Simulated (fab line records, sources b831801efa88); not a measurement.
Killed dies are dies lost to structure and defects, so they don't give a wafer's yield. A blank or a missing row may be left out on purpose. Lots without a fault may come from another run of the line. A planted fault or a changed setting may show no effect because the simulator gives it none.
Chamber matching | flow gf180mcu | GF_V5_CVD_00 on hdpcvd-01: 3 sister chambers
The step deposits SiO2, target thk 300 nm, time 50 s. 6 wafers are shown with their chamber, then 8 later ones without.

WAFERS WITH THEIR CHAMBER
wafer  | chamber | run_length_s (s) | pressure_mtorr (mTorr)
L111.3 | 2       | 78.3             | 6.004
L113.5 | 0       | 77.6             | 5.997
L126.1 | 1       | 78.1             | 5.987
L126.3 | 2       | 77.7             | 5.984
L126.4 | 1       | 78.2             | 5.993
L129.1 | 0       | 77.7             | 5.985

WAFERS WITHOUT THEIR CHAMBER
wafer  | run_length_s (s) | pressure_mtorr (mTorr)
L129.2 | 78.0             | 5.997
L129.3 | 77.6             | 6.007
L130.1 | 78.2             | 5.997
L130.2 | 78.3             | 6.007
L130.5 | 78.8             | 5.982
L131.2 | 77.3             | 6.025
L131.3 | 78.5             | 5.989
L131.5 | 77.6             | 5.992

WHICH CHAMBER EACH WENT THROUGH
wafer  | from the rows above          | in truth
L129.2 | can't be placed: 2 or 1 or 0 | 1
L129.3 | can't be placed: 0 or 2 or 1 | 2
L130.1 | can't be placed: 1 or 2 or 0 | 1
L130.2 | can't be placed: 2 or 1 or 0 | 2
L130.5 | can't be placed: 1 or 2 or 0 | 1
L131.2 | can't be placed: 0 or 2 or 1 | 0
L131.3 | can't be placed: 1 or 2 or 0 | 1
L131.5 | can't be placed: 0 or 2 or 1 | 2
Placed correctly: 0 of 8. Can't be placed from these rows: 8 (the true chamber is among the candidates in 8). Placed wrongly: 0.
How it was worked out, from the rows above alone: a wafer's distance from a chamber is the root of the sum, over the readings, of the square of ((its reading less the chamber's mean) divided by the reading's scatter). The wafer belongs to the nearest chamber; if the next one is less than 2 further off, it can't be placed. A chamber's mean is the mean of its shown wafers. The scatter: the root of (the sum of the squares of (reading less its chamber's mean) over the shown wafers, divided by (wafers less chambers)).
